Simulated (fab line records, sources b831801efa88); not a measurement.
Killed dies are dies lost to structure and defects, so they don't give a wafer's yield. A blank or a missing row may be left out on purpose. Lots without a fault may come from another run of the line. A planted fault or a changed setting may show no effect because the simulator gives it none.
fab line records | flow sky130
record lots=15 wafers=45 last_day=50
route steps=708 shown VT_ADJUST_LVTN@106 CONTACT@407 METAL1@437
lots that met no fault: from a run of the same line without faults
start_h: hours from the record's first day to the start of the lot's first wafer shown | wait_h: hours since the lot's step before | " the same as in the row above | L1.1+2: a row that stands for several wafers | - no value, or no start given | * or withheld: withheld | < > ~ a bound
route shown NAME@n: a module of which the file shows steps, and the number in the route of the first | usual: mean/standard deviation of fault-free wafers | same: alike in all rows | chamber/n: place in a boat | sites: the reading at each site | _std_site: their standard deviation | _edge_site: outer sites' mean less inner sites' | radius_mm: how far each site lies from the wafer's centre | mask NAME#n: copy n | behind: the tool/chamber that last shaped the wafer | hold: why the lot was held/for how many hours/how that ended | device: the transistor (n, p or np) that didn't switch | end of line: the same wafers' tests at the end of the route | a step without rows: its recipe alone | killed: dies lost to structure and defects at the first sort, not the wafer's yield | map: a wafer's dies, x killed, . not, _ none there
set.NAME: the setting as run; set.NAME@STEP: as run at that earlier step | model.NAME: the simulator's own value behind a step, which no gauge read
steps of the route over a sample of lots; a table a step, a row a wafer
services: from which hour (start_h, from the record's first day; less than 0 if before it) a tool's chamber was out of use, for how many hours, and why
## steps
# step SKY_VT_ADJUST_LVTN_STRIP_09
# recipe chemistry=O2/N2 power_w=1400 pressure_mtorr=1500 platen_temp_c=withheld o2_flow_sccm=3000 n2_flow_sccm=300 overash_fraction=0.5
# usual chamber_pressure_mTorr=1500.0/1.3 drypump_motor_current_A=5.76/0.11 oes_product_au=0.723/0.0042 strip_time_to_endpoint_s=36.94/0.094
# columns lot.wafer tool chamber start_h wait_h chamber_pressure_mTorr drypump_motor_current_A oes_product_au rf_hours_counter_h strip_time_to_endpoint_s
L569.2 plasma_asher-02 0 144.27 0.1 1500.4 5.54 0.723 34 37.01
L569.3 " 1 " " 1498.1 5.86 0.724 - 36.84
L569.4 " 0 " " 1499.2 5.56 0.723 - 36.89
L570.1 plasma_asher-04 1 155.60 0.1 1499.1 5.78 0.718 48 37.01
L570.2 " 0 " " 1502.6 5.72 0.721 48 36.95
L570.6 " 1 " " 1499.7 5.80 0.728 - 36.94
L571.1 plasma_asher-02 0 177.65 0.1 - - - - -
L571.3 " 0 " " - - - - -
L571.6 " 1 " " - - - - -
L572.1 plasma_asher-01 1 181.82 0.1 - - - - -
L572.5 " 0 " " - - - - -
L572.6 " 1 " " - - - - -
L573.3 plasma_asher-02 0 183.76 0.1 - - - - -
L573.5 " 0 " " - - - - -
L573.6 " 1 " " - - - - -
L574.4 plasma_asher-02 1 194.91 0.1 1500.7 5.90 0.721 - 36.89
L574.5 " 0 " " 1500.0 5.55 0.722 - 36.91
L574.6 " 1 " " 1499.7 5.88 0.723 - 36.88
L581.2 plasma_asher-01 0 240.85 0.1 1497.6 5.85 0.726 54 36.95
L581.3 " 0 " " 1500.5 5.83 0.728 - 36.88
L581.6 " 0 " " 1500.5 5.84 0.720 - 36.88
L582.1 plasma_asher-04 1 241.55 0.1 1500.3 5.79 0.721 56 36.91
L582.2 " 0 " " 1500.5 5.69 0.718 56 36.96
L582.4 " 1 " " 1500.4 5.80 0.720 - 37.05
L583.1 plasma_asher-01 0 248.05 0.1 1501.7 5.81 0.719 55 37.06
L583.2 " 1 " " 1502.5 5.78 0.729 55 36.96
L583.5 " 1 " " 1500.6 5.76 0.719 - 36.96
L584.2 plasma_asher-02 0 255.45 0.1 1498.2 5.54 0.723 45 36.98
L584.4 " 1 " " 1500.0 5.87 0.722 - 36.99
L584.5 " 0 " " 1501.1 5.54 0.728 - 36.92
L585.1 plasma_asher-04 1 257.27 0.1 1497.9 5.78 0.719 57 37.08
L585.4 " 0 " " 1499.8 5.66 0.725 - 36.96
L585.5 " 1 " " 1500.8 5.79 0.712 - 36.93
L586.1 plasma_asher-02 1 259.67 0.1 1498.5 5.88 0.725 46 36.94
L586.3 " 1 " " 1501.0 5.87 0.723 - 36.97
L586.4 " 0 " " 1499.2 5.54 0.712 - 36.91
L588.1 plasma_asher-02 0 273.15 0.1 1499.2 5.53 0.716 47 36.97
L588.5 " 0 " " 1498.8 5.54 0.727 - 37.10
L588.6 " 1 " " 1501.3 5.94 0.722 - 37.08
L590.1 plasma_asher-01 1 286.62 0.1 1502.0 5.76 0.719 59 36.86
L590.5 " 0 " " 1499.4 5.83 0.715 - 36.84
L590.6 " 1 " " 1500.4 5.76 0.721 - 36.86
L591.2 plasma_asher-01 1 293.65 0.1 1497.0 5.76 0.720 59 37.00
L591.5 " 0 " " 1500.0 5.82 0.717 - 37.03
L591.6 " 1 " " 1501.4 5.80 0.720 - 37.02
# step SKY_VT_ADJUST_LVTN_STRIP_20
# recipe chemistry=O2/N2 power_w=1400 pressure_mtorr=1500 platen_temp_c=withheld o2_flow_sccm=3000 n2_flow_sccm=300 overash_fraction=0.5
# usual chamber_pressure_mTorr=1500.0/1.3 drypump_motor_current_A=5.75/0.11 oes_product_au=0.716/0.0048 strip_time_to_endpoint_s=14.18/0.035
# columns lot.wafer tool chamber start_h wait_h chamber_pressure_mTorr drypump_motor_current_A oes_product_au rf_hours_counter_h strip_time_to_endpoint_s
L569.2 plasma_asher-04 1 163.77 0.1 1497.4 5.81 0.719 48 14.19
L569.3 " 1 " " 1501.2 5.80 0.726 - 14.15
L569.4 " 0 " " 1498.5 5.68 0.713 - 14.18
L570.1 plasma_asher-04 0 175.80 0.2 1500.0 5.77 0.708 49 14.13
L570.2 " 1 " " 1498.5 5.79 0.722 49 14.18
L570.6 " 0 " " 1498.1 5.71 0.719 - 14.18
L571.1 plasma_asher-01 1 199.25 0.1 1500.1 5.78 0.723 50 58.50
L571.3 " 0 " " 1501.1 5.84 0.719 - 58.59
L571.6 " 1 " " 1498.0 5.78 0.723 - 58.50
L572.1 plasma_asher-04 0 203.12 0.1 1501.3 5.65 0.732 52 58.60
L572.5 " 1 " " 1498.8 5.82 0.729 - 58.52
L572.6 " 0 " " 1500.6 5.66 0.736 - 58.45
L573.3 plasma_asher-02 0 205.58 0.1 1501.0 5.56 0.726 - 58.88
L573.5 " 1 " " 1500.3 5.90 0.718 - 58.73
L573.6 " 0 " " 1501.0 5.55 0.720 - 58.90
L574.4 plasma_asher-04 0 217.45 0.1 1495.4 5.67 0.720 - 14.19
L574.5 " 0 " " 1498.3 5.67 0.716 - 14.20
L574.6 " 1 " " 1498.7 5.81 0.715 - 14.18
L581.2 plasma_asher-01 1 265.47 0.1 1501.2 5.76 0.715 56 14.18
L581.3 " 0 " " 1501.0 5.83 0.708 - 14.21
L581.6 " 1 " " 1498.9 5.78 0.709 - 14.18
L582.1 plasma_asher-02 0 266.57 0.1 1499.4 5.53 0.714 47 14.25
L582.2 " 1 " " 1501.2 5.89 0.720 47 14.23
L582.4 " 0 " " 1499.7 5.54 0.717 - 14.23
L583.1 plasma_asher-04 0 272.47 0.1 1500.6 5.68 0.726 59 14.19
L583.2 " 1 " " 1498.2 5.80 0.716 59 14.19
L583.5 " 0 " " 1501.3 5.67 0.716 - 14.20
L584.2 plasma_asher-01 0 279.75 0.1 1498.8 5.84 0.716 58 14.21
L584.4 " 0 " " 1498.7 5.85 0.718 - 14.14
L584.5 " 1 " " 1501.4 5.78 0.719 - 14.17
L585.1 plasma_asher-02 1 281.47 0.1 1499.5 5.91 0.718 48 14.14
L585.4 " 0 " " 1500.0 5.53 0.719 - 14.13
L585.5 " 0 " " 1498.4 5.52 0.713 - 14.12
L586.1 plasma_asher-04 0 283.80 0.1 1500.5 5.71 0.710 60 14.21
L586.3 " 0 " " 1499.8 5.68 0.718 - 14.22
L586.4 " 1 " " 1499.6 5.78 0.709 - 14.17
L588.1 plasma_asher-04 1 297.84 0.1 1501.5 5.80 0.716 62 14.18
L588.5 " 1 " " 1499.0 5.79 0.714 - 14.21
L588.6 " 0 " " 1500.0 5.73 0.717 - 14.19
L590.1 plasma_asher-04 1 311.90 0.1 1500.5 5.83 0.715 63 14.14
L590.5 " 0 " " 1500.8 5.71 0.718 - 14.18
L590.6 " 1 " " 1501.3 5.82 0.709 - 14.16
L591.2 plasma_asher-02 1 319.55 0.1 1501.9 5.91 0.718 52 14.19
L591.5 " 1 " " 1500.9 5.88 0.721 - 14.21
L591.6 " 0 " " 1500.2 5.55 0.713 - 14.23
# step SKY_VT_ADJUST_LVTN_TW_MEAS_21
# usual VT_ADJUST_LVTN_2_TW=187.6/2.1
# columns lot.wafer tool chamber start_h wait_h VT_ADJUST_LVTN_2_TW
L569.2 film_metro-01 - 163.88 0.1 186.7
L569.3 " - " " 185.6
L569.4 " - " " 187.1
L570.1 film_metro-03 - 175.90 0.1 186.4
L570.2 " - " " 186.2
L570.6 " - " " 185.9
L571.1 film_metro-03 - 199.35 0.1 29.8
L571.3 " - " " 29.8
L571.6 " - " " 29.7
L572.1 film_metro-01 - 203.22 0.1 29.6
L572.5 " - " " 29.6
L572.6 " - " " 29.7
L573.3 film_metro-04 - 205.67 0.1 30.3
L573.5 " - " " 30.2
L573.6 " - " " 30.3
L574.4 film_metro-04 - 217.55 0.1 191.2
L574.5 " - " " 191.0
L574.6 " - " " 190.4
L581.2 film_metro-04 - 265.58 0.1 190.1
L581.3 " - " " 191.1
L581.6 " - " " 190.2
L582.1 film_metro-04 - 266.67 0.1 190.9
L582.2 " - " " 190.2
L582.4 " - " " 190.5
L583.1 film_metro-01 - 272.57 0.1 188.0
L583.2 " - " " 186.9
L583.5 " - " " 187.8
L584.2 film_metro-01 - 279.86 0.1 188.3
L584.4 " - " " 188.0
L584.5 " - " " 188.4
L585.1 film_metro-03 - 281.57 0.1 187.4
L585.4 " - " " 186.3
L585.5 " - " " 187.4
L586.1 film_metro-01 - 283.90 0.1 187.6
L586.3 " - " " 188.0
L586.4 " - " " 187.7
L588.1 film_metro-04 - 297.94 0.1 191.1
L588.5 " - " " 190.7
L588.6 " - " " 190.4
L590.1 film_metro-01 - 312.00 0.1 186.4
L590.5 " - " " 186.5
L590.6 " - " " 186.1
L591.2 film_metro-01 - 319.66 0.1 186.7
L591.5 " - " " 185.7
L591.6 " - " " 186.6
# step SKY_CONTACT_THK_MEAS_01
# recipe reads=Si3N4_of_CONTACT_CVD_00
# usual CONTACT_CVD_00_THK=74.3/0.91
# columns lot.wafer tool chamber start_h wait_h CONTACT_CVD_00_THK[nm]
L569.2 film_metro-02 - 712.80 - 73.7
L569.3 " - " " 73.8
L569.4 " - " " 75.9
L570.1 film_metro-01 - 725.63 - 73.3
L570.2 " - " " 74.9
L570.6 " - " " 75.4
L571.1 film_metro-02 - 750.51 - 73.2
L571.3 " - " " 74.1
L571.6 " - " " 75.6
L572.1 film_metro-02 - 759.26 - 74.2
L572.5 " - " " 74.8
L572.6 " - " " 75.0
L573.3 film_metro-01 - 769.09 - 72.9
L573.5 " - " " 74.0
L573.6 " - " " 73.7
L574.4 film_metro-02 - 778.58 - 75.4
L574.5 " - " " 75.8
L574.6 " - " " 76.0
L581.2 film_metro-03 - 830.13 - 73.9
L581.3 " - " " 74.7
L581.6 " - " " 74.5
L582.1 film_metro-03 - 832.69 - 73.6
L582.2 " - " " 73.8
L582.4 " - " " 75.3
L583.1 film_metro-02 - 837.99 - 74.6
L583.2 " - " " 73.1
L583.5 " - " " 74.6
L584.2 film_metro-02 - 841.99 - 73.2
L584.4 " - " " 74.5
L584.5 " - " " 73.8
L585.1 film_metro-02 - 843.59 - 75.2
L585.4 " - " " 75.3
L585.5 " - " " 76.7
L586.1 film_metro-02 - 847.39 - 73.1
L586.3 " - " " 74.5
L586.4 " - " " 74.9
L588.1 film_metro-02 - 866.29 - 74.2
L588.5 " - " " 75.5
L588.6 " - " " 75.0
L590.1 film_metro-01 - 880.25 - 75.0
L590.5 " - " " 74.6
L590.6 " - " " 74.5
L591.2 film_metro-01 - 882.24 - 73.4
L591.5 " - " " 75.4
L591.6 " - " " 75.3
# step SKY_METAL1_SPUTTER_03
# recipe material=Ti target_thk_nm=5 power_w=3000 time_s=3.3 chamber_pressure_pa=0.4
# usual throttle_valve_pct=30.4/0.65
# columns lot.wafer tool chamber start_h wait_h throttle_valve_pct
L569.2 pvd_sputter-03 - 742.83 0.0 31.3
L569.3 " - " " 30.7
L569.4 " - " " 31.4
L570.1 pvd_sputter-03 - 755.89 0.0 29.9
L570.2 " - " " 31.2
L570.6 " - " " 31.4
L571.1 pvd_sputter-01 - 780.47 0.0 30.6
L571.3 " - " " 29.6
L571.6 " - " " 30.6
L572.1 pvd_sputter-03 - 788.56 0.0 31.6
L572.5 " - " " 31.4
L572.6 " - " " 31.4
L573.3 pvd_sputter-01 - 797.19 0.0 30.5
L573.5 " - " " 30.0
L573.6 " - " " 29.9
L574.4 pvd_sputter-02 - 807.17 0.0 29.9
L574.5 " - " " 29.7
L574.6 " - " " 30.4
L581.2 pvd_sputter-02 - 858.88 0.0 30.0
L581.3 " - " " 28.6
L581.6 " - " " 31.1
L582.1 pvd_sputter-02 - 860.52 0.0 31.3
L582.2 " - " " 30.4
L582.4 " - " " 28.5
L583.1 pvd_sputter-01 - 865.52 0.0 30.4
L583.2 " - " " 30.4
L583.5 " - " " 30.0
L584.2 pvd_sputter-01 - 870.47 0.0 30.6
L584.4 " - " " 29.7
L584.5 " - " " 30.5
L585.1 pvd_sputter-03 - 871.63 0.0 31.2
L585.4 " - " " 31.0
L585.5 " - " " 31.4
L586.1 pvd_sputter-03 - 875.64 0.0 30.7
L586.3 " - " " 31.3
L586.4 " - " " 31.2
L588.1 pvd_sputter-02 - 894.64 0.0 30.1
L588.5 " - " " 30.0
L588.6 " - " " 31.2
L590.1 pvd_sputter-03 - 908.39 0.0 31.3
L590.5 " - " " 31.3
L590.6 " - " " 30.0
L591.2 pvd_sputter-03 - 910.34 0.0 30.0
L591.5 " - " " 31.2
L591.6 " - " " 31.2
# step SKY_METAL1_SPUTTER_04
# recipe material=TiN target_thk_nm=70 power_w=6500 time_s=58.3 chamber_pressure_pa=0.4
# usual throttle_valve_pct=30.4/0.64
# columns lot.wafer tool chamber start_h wait_h throttle_valve_pct
L569.2 pvd_sputter-03 - 742.85 0.0 31.2
L569.3 " - " " 30.8
L569.4 " - " " 31.3
L570.1 pvd_sputter-03 - 755.91 0.0 30.1
L570.2 " - " " 31.2
L570.6 " - " " 31.3
L571.1 pvd_sputter-01 - 780.49 0.0 30.6
L571.3 " - " " 30.0
L571.6 " - " " 30.6
L572.1 pvd_sputter-03 - 788.58 0.0 31.6
L572.5 " - " " 31.3
L572.6 " - " " 31.2
L573.3 pvd_sputter-01 - 797.21 0.0 30.5
L573.5 " - " " 30.0
L573.6 " - " " 29.7
L574.4 pvd_sputter-02 - 807.19 0.0 29.9
L574.5 " - " " 29.9
L574.6 " - " " 30.4
L581.2 pvd_sputter-02 - 858.90 0.0 30.1
L581.3 " - " " 28.6
L581.6 " - " " 31.1
L582.1 pvd_sputter-02 - 860.54 0.0 30.8
L582.2 " - " " 30.4
L582.4 " - " " 28.8
L583.1 pvd_sputter-01 - 865.54 0.0 30.4
L583.2 " - " " 30.7
L583.5 " - " " 29.8
L584.2 pvd_sputter-01 - 870.49 0.0 30.5
L584.4 " - " " 29.6
L584.5 " - " " 30.2
L585.1 pvd_sputter-03 - 871.65 0.0 31.1
L585.4 " - " " 30.7
L585.5 " - " " 31.3
L586.1 pvd_sputter-03 - 875.65 0.0 30.8
L586.3 " - " " 31.7
L586.4 " - " " 31.3
L588.1 pvd_sputter-02 - 894.66 0.0 30.0
L588.5 " - " " 30.0
L588.6 " - " " 31.2
L590.1 pvd_sputter-03 - 908.41 0.0 31.3
L590.5 " - " " 31.4
L590.6 " - " " 29.9
L591.2 pvd_sputter-03 - 910.36 0.0 29.9
L591.5 " - " " 31.2
L591.6 " - " " 31.2
## services
# columns tool chamber start_h hours kind
pvd_sputter-03 - 151.27 2.3 repair
plasma_asher-02 - 173.29 0.4 repair
pvd_sputter-03 - 177.41 4.0 repair
pvd_sputter-03 - 284.37 5.2 repair
pvd_sputter-03 - 300.38 3.4 repair
pvd_sputter-03 - 302.22 2.6 repair
pvd_sputter-02 - 333.92 2.5 repair
plasma_asher-01 - 346.18 0.4 repair
plasma_asher-02 - 373.75 0.7 repair
plasma_asher-02 - 387.23 2.8 pm
pvd_sputter-02 - 396.26 2.2 repair
plasma_asher-01 - 406.69 1.5 repair
plasma_asher-04 - 421.25 9.0 pm
pvd_sputter-02 - 436.84 3.6 repair
plasma_asher-01 - 467.58 2.9 repair
plasma_asher-04 - 486.86 2.8 pm
pvd_sputter-03 - 514.42 5.0 repair
plasma_asher-04 - 519.20 4.3 repair
pvd_sputter-03 - 628.67 1.4 repair
plasma_asher-04 - 641.20 1.4 repair
plasma_asher-02 - 643.89 1.7 repair
pvd_sputter-03 - 781.45 1.9 repair
pvd_sputter-03 - 808.71 5.2 repair
pvd_sputter-03 - 841.87 4.8 repair
## key
first_sign step=SKY_VT_ADJUST_LVTN_STRIP_09 reading=tool_record direction=missing
effect step=SKY_VT_ADJUST_LVTN_STRIP_20 reading=strip_time_to_endpoint_s direction=up sigmas=99+ usual=* struck=*
effect step=SKY_VT_ADJUST_LVTN_TW_MEAS_21 reading=VT_ADJUST_LVTN_2_TW direction=down sigmas=75 usual=187.6 struck=29.9
met_at SKY_VT_ADJUST_LVTN_STRIP_09
struck_lots L571,L572,L573
sort_left_out L571.1,L571.3,L571.6,L572.1,L572.5,L572.6,L573.3,L573.5,L573.6
tester_left_out L571,L572,L573
not_acting_at SKY_CONTACT_THK_MEAS_01,SKY_METAL1_SPUTTER_03,SKY_METAL1_SPUTTER_04
onset_between 144.27 177.65
fault kind=skipped_step_whole tool=plasma_asher-01,plasma_asher-02 chamber=- onset_h=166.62 steps=SKY_VT_ADJUST_LVTN_STRIP_09 scope=struck_lots_only
# tester_left_out: of these lots the tester's yield and bins aren't shown, on N5 and GAA mostly nor the transistor test; their killed dies are dies lost to structure and defects alone, not to doping, threshold or leakage, so they don't give the yield
# sort_left_out: the simulated sort isn't trusted on such a fault, so these wafers' sort isn't shown, and their yield isn't known
